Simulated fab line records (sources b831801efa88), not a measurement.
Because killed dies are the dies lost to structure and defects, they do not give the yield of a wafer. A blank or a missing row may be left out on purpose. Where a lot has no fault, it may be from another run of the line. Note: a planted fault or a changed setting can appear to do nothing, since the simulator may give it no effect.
2 desks looking at one fault    flow gf180mcu    what lay behind the numbers comes last; until then each desk has only its own

== FOR THE TOOL OWNER'S DESK: cmp-01 ==
The tool's own readings at GF_V4_CMP_04 (polishes SiO2): means of the sampled wafers that have a number, for each lot that ran on this tool. A lot is out of limits, marked OUT, if its mean lies more than 4 standard deviations from the usual mean; the brackets give that distance.
Columns: A = motor current A at GF_V4_CMP_04, usual 12.1 A; B = slurry filter dp kPa at GF_V4_CMP_04, usual 13.51 kPa; C = time to endpoint s at GF_V4_CMP_04, usual 81 s
lot   first seen here  A     B      C
L568  day 23 19:47     11.9  13.50  88
L569  day 24 06:49     12.2  13.35  82
L572  day 25 01:55     11.8  13.35  85
L573  day 25 11:16     13.0  13.44  81
L580  day 27 12:11     11.7  13.55  44 (-6.9) OUT
L582  day 28 05:49     12.5  13.63  43 (-7.0) OUT
L583  day 28 09:13     12.6  13.44  44 (-6.9) OUT
Finding of this desk: L580, L582, L583 out of limits; the first was L580 at day 27 12:11, on time to endpoint s at GF_V4_CMP_04. In limits: L568, L569, L572, L573.

== METROLOGY DESK ==
What the gauges read, lot by lot, whatever tool the lot ran on: means of the sampled wafers that have a number. A lot is out of limits, marked OUT, if its mean lies more than 4 standard deviations from the usual mean; the brackets give that distance.
Columns: A = V4_CVD_02_THK at GF_V4_THK_MEAS_03, usual 849 nm; B = V4_OVL at GF_V4_OVL_MEAS_15, usual -2 nm
lot   first seen here  A    B
L568  day 23 19:41     865  -0
L569  day 24 06:45     850  1
L571  day 24 20:41     845  7
L572  day 25 01:52     857  4
L573  day 25 11:07     856  1
L574  day 25 17:31     849  5
L580  day 27 12:01     848  1
L582  day 28 05:44     849  5
L583  day 28 09:10     846  -9
L584  day 28 16:01     837  -3
L588  day 29 19:56     856  -2
L589  day 30 02:01     832  1
L591  day 30 15:26     863  -3
This desk's finding: nothing out of limits on any of the 13 lots.

== ALL TOGETHER ==
The tool owner's desk had the chance to raise an alarm at day 27 12:11 on L580, L582, L583.
At the metrology desk, nothing out of limits was observed.
The metrology desk holds a record of L580, L582, L583, inside its limits.
Every lot named ran GF_V4_CMP_04 on cmp-01.

== WHAT THE SIMULATOR PUT IN ==
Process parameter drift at GF_V4_CMP_04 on cmp-01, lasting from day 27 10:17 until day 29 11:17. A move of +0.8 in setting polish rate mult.
Shown lots that were struck: L580, L582, L583.
Hours from the fault's start to each desk's first reading out of limits: the tool owner's desk, 2.
